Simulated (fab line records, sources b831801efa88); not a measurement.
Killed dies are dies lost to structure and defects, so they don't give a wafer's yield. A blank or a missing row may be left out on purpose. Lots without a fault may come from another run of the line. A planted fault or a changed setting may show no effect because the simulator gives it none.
Which tool did it? | flow sky130 | 6 lots, 18 wafers sampled, at 3 steps of a route of 708

WHAT THE GAUGES READ, wafer by wafer
SKY_SD_N_RS_MEAS_18: measures by four-point-probe.
lot  | measured     | on            | RES_XHIGH_RS (ohm/sq)
L634 | day 29 13:13 | film_metro-04 | 333.8 334.4 334.0
L639 | day 29 18:24 | film_metro-02 | 375.7 376.2 376.3
L648 | day 33 09:08 | film_metro-02 | 333.6 333.6 333.9
L649 | day 33 23:34 | film_metro-01 | 331.6 332.7 332.4
L651 | day 34 10:50 | film_metro-02 | 335.3 335.0 335.2
L654 | day 34 22:17 | film_metro-01 | 334.9 333.1 333.6

WHICH TOOL RAN EACH LOT (tool, then ch and the chambers of the sampled wafers, then the start)
lot  | SKY_LDD_HVP_STRIP_09                 | SKY_RES_XHIGH_IMPLANT_07
L634 | plasma_asher-04 ch 0,1, day 23 09:22 | implanter-03 ch 0, day 28 07:31
L639 | plasma_asher-03 ch 0,1, day 23 14:57 | implanter-01 ch 0, day 28 13:38
L648 | plasma_asher-02 ch 0,1, day 27 11:11 | implanter-04 ch 0, day 32 04:22
L649 | plasma_asher-02 ch 0,1, day 28 03:45 | implanter-01 ch 0, day 32 20:38
L651 | plasma_asher-02 ch 0,1, day 28 12:51 | implanter-04 ch 0, day 33 07:52
L654 | plasma_asher-03 ch 0,1, day 29 00:14 | implanter-04 ch 0, day 33 18:11
- SKY_LDD_HVP_STRIP_09: strips in O2/N2.
- SKY_RES_XHIGH_IMPLANT_07

THE ANSWER, worked out from the rows above alone
Rule: what is usual is taken from the lots themselves. Put in order of their means at a reading, lots are off if they are a third of the lots or fewer, leave a main group of 4 or more, and stand apart from it by a gap of 3 or more times the standard deviation of the main group's means; of several such gaps the widest counts. A main group whose means are all the same, to the digits that the tables above print for the reading, isn't used. A lot without any number at a reading at which 4 lots or more have one is off too. The other lots that the step has rows for count as sound.
Off: L639, at SKY_SD_N_RS_MEAS_18 (RES_XHIGH_RS). The main group: mean 333.8 ohm/sq, standard deviation 0.94.
A tool fits if, at a process step before that reading, it ran every lot that is off, and no sound lot after the first of them. The gauges at SKY_SD_N_RS_MEAS_18 are tried like those tools. None of those tried fits.

WHAT THE SIMULATOR HAD PUT IN
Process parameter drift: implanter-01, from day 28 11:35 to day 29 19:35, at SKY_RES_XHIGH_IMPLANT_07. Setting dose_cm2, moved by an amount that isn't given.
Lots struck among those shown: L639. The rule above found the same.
